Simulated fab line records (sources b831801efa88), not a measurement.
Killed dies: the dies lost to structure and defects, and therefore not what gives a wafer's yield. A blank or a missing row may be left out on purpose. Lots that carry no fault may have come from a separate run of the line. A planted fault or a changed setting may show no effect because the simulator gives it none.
A sampling plan put to the test ; flow sky130 ; one line in one fab, 46 faults in these records, each fault weighed on the records of the lots it struck
The line's own looks make up the plan; these are the steps of the route where a gauge or inspection reads the wafer and leaves it unchanged. A look can be judged if struck wafers have a number there and the file gives its usual mean and standard deviation on fault-free wafers. Caught: 4 or more of those standard deviations (sigma) separate the usual mean from the mean of the struck wafers at a look after the fault's first step. On the tool: the identical test, applied to the tool's own readings at the steps of the fault. Also counted as caught: the struck wafers showing another recipe, or a record that is empty for them alone.

## THE FAULTS, as the simulator had put them in
1. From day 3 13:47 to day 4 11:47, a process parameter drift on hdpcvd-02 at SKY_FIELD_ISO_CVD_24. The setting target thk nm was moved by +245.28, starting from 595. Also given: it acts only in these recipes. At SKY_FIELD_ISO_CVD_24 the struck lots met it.
2. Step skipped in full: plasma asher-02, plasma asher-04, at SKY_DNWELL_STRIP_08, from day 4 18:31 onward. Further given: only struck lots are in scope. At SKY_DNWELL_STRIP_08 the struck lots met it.
3. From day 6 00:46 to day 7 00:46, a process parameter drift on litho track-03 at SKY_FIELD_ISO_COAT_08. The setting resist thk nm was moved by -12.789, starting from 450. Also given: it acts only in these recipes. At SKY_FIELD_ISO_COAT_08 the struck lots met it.
4. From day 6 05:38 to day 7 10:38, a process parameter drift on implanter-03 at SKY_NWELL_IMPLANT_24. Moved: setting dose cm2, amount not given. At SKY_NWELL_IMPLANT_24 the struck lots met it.
5. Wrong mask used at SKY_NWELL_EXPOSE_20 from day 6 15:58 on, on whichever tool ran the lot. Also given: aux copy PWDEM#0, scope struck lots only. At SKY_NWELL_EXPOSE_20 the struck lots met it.
6. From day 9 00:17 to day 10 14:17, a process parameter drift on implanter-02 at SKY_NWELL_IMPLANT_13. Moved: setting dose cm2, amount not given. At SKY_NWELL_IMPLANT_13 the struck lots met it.
7. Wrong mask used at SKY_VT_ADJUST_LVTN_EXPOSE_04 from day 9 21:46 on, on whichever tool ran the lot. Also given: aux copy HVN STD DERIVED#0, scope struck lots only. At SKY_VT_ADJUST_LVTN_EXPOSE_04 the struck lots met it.
8. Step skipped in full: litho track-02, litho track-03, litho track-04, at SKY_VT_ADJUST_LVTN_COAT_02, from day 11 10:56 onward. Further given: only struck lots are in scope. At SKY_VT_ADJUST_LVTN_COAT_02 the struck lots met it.
9. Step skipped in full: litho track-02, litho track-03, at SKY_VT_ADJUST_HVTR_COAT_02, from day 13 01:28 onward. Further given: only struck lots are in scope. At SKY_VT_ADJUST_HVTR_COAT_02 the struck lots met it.
10. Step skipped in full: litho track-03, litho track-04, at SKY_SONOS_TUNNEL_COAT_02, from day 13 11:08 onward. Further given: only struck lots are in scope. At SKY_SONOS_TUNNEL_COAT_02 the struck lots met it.
11. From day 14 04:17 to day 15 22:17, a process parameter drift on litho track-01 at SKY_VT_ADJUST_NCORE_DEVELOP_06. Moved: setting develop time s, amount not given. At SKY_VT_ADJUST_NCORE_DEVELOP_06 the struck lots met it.
12. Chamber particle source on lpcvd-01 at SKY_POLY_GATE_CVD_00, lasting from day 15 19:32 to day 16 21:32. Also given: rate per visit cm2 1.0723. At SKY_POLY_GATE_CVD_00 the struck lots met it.
13. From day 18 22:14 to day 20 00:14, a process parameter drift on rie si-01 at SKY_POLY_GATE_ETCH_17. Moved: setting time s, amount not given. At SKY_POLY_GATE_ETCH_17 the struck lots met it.
14. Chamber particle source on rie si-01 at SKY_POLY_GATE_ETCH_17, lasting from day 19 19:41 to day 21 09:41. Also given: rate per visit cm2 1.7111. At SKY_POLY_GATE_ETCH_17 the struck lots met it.
15. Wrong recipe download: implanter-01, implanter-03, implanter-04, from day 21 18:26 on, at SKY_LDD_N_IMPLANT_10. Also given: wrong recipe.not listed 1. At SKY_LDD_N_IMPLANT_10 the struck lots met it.
16. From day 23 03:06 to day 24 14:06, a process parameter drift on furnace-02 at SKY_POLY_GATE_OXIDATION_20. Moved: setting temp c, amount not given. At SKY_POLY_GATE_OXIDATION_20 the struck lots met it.
17. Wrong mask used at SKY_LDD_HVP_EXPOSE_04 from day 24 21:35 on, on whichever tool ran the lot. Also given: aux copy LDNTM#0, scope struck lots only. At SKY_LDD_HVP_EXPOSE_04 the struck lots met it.
18. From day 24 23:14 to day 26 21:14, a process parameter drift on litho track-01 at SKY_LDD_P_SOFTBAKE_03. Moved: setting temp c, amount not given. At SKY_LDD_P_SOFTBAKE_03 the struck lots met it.
19. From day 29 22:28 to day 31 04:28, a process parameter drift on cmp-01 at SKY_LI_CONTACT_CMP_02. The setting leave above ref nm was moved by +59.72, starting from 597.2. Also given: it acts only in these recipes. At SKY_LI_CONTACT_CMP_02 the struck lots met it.
20. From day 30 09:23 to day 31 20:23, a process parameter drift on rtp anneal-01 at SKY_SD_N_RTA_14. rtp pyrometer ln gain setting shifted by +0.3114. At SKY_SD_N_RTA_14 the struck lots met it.
21. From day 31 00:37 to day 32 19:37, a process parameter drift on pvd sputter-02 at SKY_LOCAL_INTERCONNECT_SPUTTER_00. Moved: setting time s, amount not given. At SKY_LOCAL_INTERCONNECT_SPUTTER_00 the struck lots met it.
22. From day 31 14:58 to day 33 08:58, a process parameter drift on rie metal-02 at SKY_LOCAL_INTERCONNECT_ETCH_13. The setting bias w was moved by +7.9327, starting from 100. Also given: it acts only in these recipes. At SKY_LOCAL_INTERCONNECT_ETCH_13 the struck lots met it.
23. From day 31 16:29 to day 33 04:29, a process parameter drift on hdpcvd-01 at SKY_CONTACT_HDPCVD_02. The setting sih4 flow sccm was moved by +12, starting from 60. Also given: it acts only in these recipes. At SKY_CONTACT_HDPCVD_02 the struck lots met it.
24. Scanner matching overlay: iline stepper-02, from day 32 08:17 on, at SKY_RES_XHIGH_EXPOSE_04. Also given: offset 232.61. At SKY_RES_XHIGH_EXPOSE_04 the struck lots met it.
25. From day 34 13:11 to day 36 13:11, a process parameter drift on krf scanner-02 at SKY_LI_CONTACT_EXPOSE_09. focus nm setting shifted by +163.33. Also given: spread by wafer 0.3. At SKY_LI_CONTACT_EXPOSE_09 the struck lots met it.
26. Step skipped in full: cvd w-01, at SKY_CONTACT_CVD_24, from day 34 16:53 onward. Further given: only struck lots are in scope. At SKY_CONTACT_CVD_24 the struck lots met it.
27. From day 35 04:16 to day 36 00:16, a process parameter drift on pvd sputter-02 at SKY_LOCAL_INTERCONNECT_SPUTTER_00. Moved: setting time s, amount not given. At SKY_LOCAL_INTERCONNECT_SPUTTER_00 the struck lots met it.
28. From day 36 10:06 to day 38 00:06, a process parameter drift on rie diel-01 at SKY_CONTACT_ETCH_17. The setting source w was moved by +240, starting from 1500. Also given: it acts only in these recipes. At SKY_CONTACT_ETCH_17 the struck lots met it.
29. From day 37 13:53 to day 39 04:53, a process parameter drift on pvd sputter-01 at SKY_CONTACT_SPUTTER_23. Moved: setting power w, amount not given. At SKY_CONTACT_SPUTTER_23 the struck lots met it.
30. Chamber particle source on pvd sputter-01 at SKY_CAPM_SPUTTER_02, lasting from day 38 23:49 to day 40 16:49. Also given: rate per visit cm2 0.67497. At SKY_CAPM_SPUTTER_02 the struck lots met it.
31. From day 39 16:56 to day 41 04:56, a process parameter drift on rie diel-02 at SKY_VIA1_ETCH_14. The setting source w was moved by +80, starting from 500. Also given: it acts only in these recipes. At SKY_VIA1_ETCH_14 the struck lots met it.
32. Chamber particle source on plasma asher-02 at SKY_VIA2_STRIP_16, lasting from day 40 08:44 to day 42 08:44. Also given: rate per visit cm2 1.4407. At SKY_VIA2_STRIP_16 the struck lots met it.
33. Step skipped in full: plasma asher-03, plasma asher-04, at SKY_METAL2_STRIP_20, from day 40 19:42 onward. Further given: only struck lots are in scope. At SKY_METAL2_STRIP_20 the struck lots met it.
34. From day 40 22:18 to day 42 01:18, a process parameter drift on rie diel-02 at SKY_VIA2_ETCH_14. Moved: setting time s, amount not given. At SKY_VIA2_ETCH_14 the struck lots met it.
35. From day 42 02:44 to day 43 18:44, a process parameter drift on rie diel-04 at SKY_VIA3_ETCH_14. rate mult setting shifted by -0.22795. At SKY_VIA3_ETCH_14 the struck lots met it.
36. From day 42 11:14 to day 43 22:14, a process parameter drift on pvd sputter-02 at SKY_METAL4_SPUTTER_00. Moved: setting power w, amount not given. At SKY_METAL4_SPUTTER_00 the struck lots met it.
37. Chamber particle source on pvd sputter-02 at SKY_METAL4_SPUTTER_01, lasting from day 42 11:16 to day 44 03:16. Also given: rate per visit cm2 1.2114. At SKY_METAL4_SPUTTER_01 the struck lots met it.
38. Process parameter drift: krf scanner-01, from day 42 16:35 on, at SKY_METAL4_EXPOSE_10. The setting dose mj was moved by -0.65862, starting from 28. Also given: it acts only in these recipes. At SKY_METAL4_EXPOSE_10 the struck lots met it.
39. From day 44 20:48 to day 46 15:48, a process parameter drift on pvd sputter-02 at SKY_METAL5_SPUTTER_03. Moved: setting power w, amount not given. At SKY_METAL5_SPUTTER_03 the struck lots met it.
40. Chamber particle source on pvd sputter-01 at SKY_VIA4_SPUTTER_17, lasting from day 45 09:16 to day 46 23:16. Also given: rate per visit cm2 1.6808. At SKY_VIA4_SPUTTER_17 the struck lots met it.
41. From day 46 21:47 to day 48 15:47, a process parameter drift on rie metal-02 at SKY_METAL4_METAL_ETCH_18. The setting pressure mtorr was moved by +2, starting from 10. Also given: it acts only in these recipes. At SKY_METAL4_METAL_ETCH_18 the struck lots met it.
42. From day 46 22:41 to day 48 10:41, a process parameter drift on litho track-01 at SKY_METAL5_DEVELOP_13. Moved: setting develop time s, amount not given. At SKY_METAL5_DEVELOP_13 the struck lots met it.
43. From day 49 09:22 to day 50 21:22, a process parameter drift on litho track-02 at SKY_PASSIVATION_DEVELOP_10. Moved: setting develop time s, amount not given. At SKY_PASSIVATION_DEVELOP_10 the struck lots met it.
44. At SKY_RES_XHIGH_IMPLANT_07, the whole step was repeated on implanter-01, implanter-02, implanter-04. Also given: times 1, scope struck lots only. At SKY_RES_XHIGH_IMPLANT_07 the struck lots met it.
45. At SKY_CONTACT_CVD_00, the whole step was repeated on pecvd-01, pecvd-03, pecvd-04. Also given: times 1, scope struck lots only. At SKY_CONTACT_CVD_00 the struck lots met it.
46. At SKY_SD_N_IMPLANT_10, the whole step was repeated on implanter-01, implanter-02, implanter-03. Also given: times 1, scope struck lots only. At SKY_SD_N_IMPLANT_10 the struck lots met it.

## WHAT THE PLAN SAW
fault;on the tool itself;first look that catches it;reading, sigma;median hours from its first step to that look;hours from the fault's start to the first struck lot there;judged looks passed uncaught
1;no reading that can be judged;SKY_FIELD_ISO_THK_MEAS_25;FIELD_ISO_CVD_24_THK +53;0.1;4;0
2;the tool's record is blank for the struck wafers;SKY_PWDE_TW_MEAS_10;PWDE_TW -79;17.8;21;0
3;under 2 sigma;none of the 2 looks that can be judged after it;strongest: cd nm at SKY_FIELD_ISO_CD_MEAS_13, -2.0;-;-;2
4;dose ions cm2 -87 sigma;none of the 3 looks that can be judged after it;strongest: NWELL_2_TW at SKY_NWELL_TW_MEAS_26, -2.8;-;-;3
5;no reading that can be judged;SKY_NWELL_TW_MEAS_26;NWELL_2_TW -79;10.0;13;0
6;dose ions cm2 +99 or beyond sigma;SKY_NWELL_RS_MEAS_29;NWELL_RS -5.4;23.0;29;0
7;under 2 sigma;SKY_VT_ADJUST_LVTN_TW_MEAS_10;VT_ADJUST_LVTN_TW -72;11.3;14;0
8;the tool's record is blank for the struck wafers;SKY_VT_ADJUST_LVTN_TW_MEAS_21;VT_ADJUST_LVTN_2_TW +33;37.9;44;0
9;the tool's record is blank for the struck wafers;SKY_VT_ADJUST_PCH_TW_MEAS_10;VT_ADJUST_PCH_TW +56;40.0;41;0
10;the tool's record is blank for the struck wafers;no look after it can be judged;-;-;-;0
11;under 2 sigma;none of the 2 looks that can be judged after it;strongest: cd nm at SKY_VT_ADJUST_NCORE_CD_MEAS_07, +3.8;-;-;2
12;under 2 sigma;not the one look that can be judged after it;-;-;-;1
13;run length s +4.3 sigma;no look after it can be judged;-;-;-;0
14;under 2 sigma;not the one look that can be judged after it;-;-;-;1
15;under 2 sigma;not the one look that can be judged after it;-;-;-;1
16;tube center temp C +99 or beyond sigma;SKY_POLY_GATE_THK_MEAS_21;POLY_GATE_OXIDATION_THK +10;1.3;0;0
17;no reading that can be judged;SKY_LDD_HVP_TW_MEAS_10;LDD_HVP_TW -99 or beyond;13.7;20;0
18;heater power total W -60 sigma;not the one look that can be judged after it;-;-;-;1
19;only faintly: time to endpoint s -3.3 sigma;none of the 2 looks that can be judged after it;-;-;-;2
20;lamp power pct -22 sigma;SKY_SD_N_RS_MEAS_16;SD_N_RS +48;0.2;11;0
21;under 2 sigma;none of the 2 looks that can be judged after it;strongest: LOCAL_INTERCONNECT_TIN_RS at SKY_LOCAL_INTERCONNECT_RS_MEAS_01, -3.1;-;-;2
22;bias w +29 sigma;no look after it can be judged;-;-;-;0
23;sih4 flow sccm +59 sigma;SKY_CONTACT_THK_MEAS_03;CONTACT_HDPCVD_THK +18;0.1;5;0
24;under 2 sigma;not the one look that can be judged after it;-;-;-;1
25;no reading that can be judged;SKY_LI_CONTACT_CD_MEAS_12;cd nm -6.9;13.2;14;0
26;the tool's record is blank for the struck wafers;SKY_CONTACT_RS_MEAS_25;CONTACT_W_RS +99 or beyond;0.1;7;0
27;under 2 sigma;SKY_LOCAL_INTERCONNECT_RS_MEAS_01;LOCAL_INTERCONNECT_TIN_RS -4.1;0.1;0;0
28;rf fwd power W +43 sigma;not the one look that can be judged after it;-;-;-;1
29;cathode dc power W +99 or beyond sigma;no look after it can be judged;-;-;-;0
30;under 2 sigma;not the one look that can be judged after it;-;-;-;1
31;rf fwd power W +43 sigma;no look after it can be judged;-;-;-;0
32;under 2 sigma;not the one look that can be judged after it;-;-;-;1
33;no reading that can be judged;no look after it can be judged;-;-;-;0
34;run length s -42 sigma;no look after it can be judged;-;-;-;0
35;only faintly: oes product au -2.9 sigma;no look after it can be judged;-;-;-;0
36;cathode dc power W -99 or beyond sigma;no look after it can be judged;-;-;-;0
37;under 2 sigma;not the one look that can be judged after it;-;-;-;1
38;exposure dose mJ cm2 -23 sigma;not the one look that can be judged after it;strongest: cd nm at SKY_METAL4_CD_MEAS_13, +3.9;-;-;1
39;cathode dc power W -99 or beyond sigma;no look after it can be judged;-;-;-;0
40;under 2 sigma;none of the 2 looks that can be judged after it;-;-;-;2
41;chamber pressure mTorr +99 or beyond sigma;no look after it can be judged;-;-;-;0
42;no reading that can be judged;no look after it can be judged;-;-;-;0
43;no reading that can be judged;no look after it can be judged;-;-;-;0
44;under 2 sigma;SKY_RES_XHIGH_TW_MEAS_09;RES_XHIGH_TW +33;0.6;-;0
45;under 2 sigma;SKY_CONTACT_THK_MEAS_01;CONTACT_CVD_00_THK +91;0.2;-;0
46;no reading that can be judged;SKY_SD_N_RS_MEAS_16;SD_N_RS -23;0.9;-;0
A dash: this means the fault isn't caught or the number doesn't appear in these records.

Caught at a look: 17 of 46. Caught on the tool: 21 of 46. By one or the other: 30 of 46.
Faults caught by the tool alone: 4, 10, 13, 18, 22, 28, 29, 31, 34, 36, 38, 39, 41.
Caught at a look alone: faults 1, 5, 7, 17, 25, 27, 44, 45, 46.
Caught by neither: faults 3, 11, 12, 14, 15, 19, 21, 24, 30, 32, 33, 35, 37, 40, 42, 43.

## THINNER SAMPLING
If the look that catches a fault measured only every second or every third lot, by lot number, the first struck lot would be measured this late in the worst case:
fault;struck lots at that look, in order of time;every lot;every second lot;every third lot
1;L602, L605;4 h;21 h;may miss all 2
2;L227, L228, L229;21 h;26 h;33 h
5;L728;13 h;may miss it;may miss it
6;L368, L371, L372;29 h;46 h;may miss all 3
7;L277;14 h;may miss it;may miss it
8;L423, L424, L425;44 h;49 h;54 h
9;L195, L196;41 h;51 h;may miss all 2
16;L880, L882, L883, L885;0 h;0 h;may miss all 4
17;L316;20 h;may miss it;may miss it
20;L549, L551;11 h;may miss all 2;may miss all 2
23;L617, L618, L620;5 h;8 h;may miss all 3
25;L603, L602;14 h;16 h;may miss all 2
26;L103, L104;7 h;17 h;may miss all 2
27;L581, L580;0 h;2 h;may miss all 2
The hour figures run from when the fault began to the first measured lot among those it struck. Since the struck wafers were tested as one group against 4 sigma, a single lot by itself may lie under the limit. Other struck lots may not be in these records.

## THE LONGEST TIMED WAY FROM STEP TO LOOK
Fault 9: median gap of 40.0 hours between SKY_VT_ADJUST_HVTR_COAT_02 and SKY_VT_ADJUST_PCH_TW_MEAS_10. No look between them can be judged.
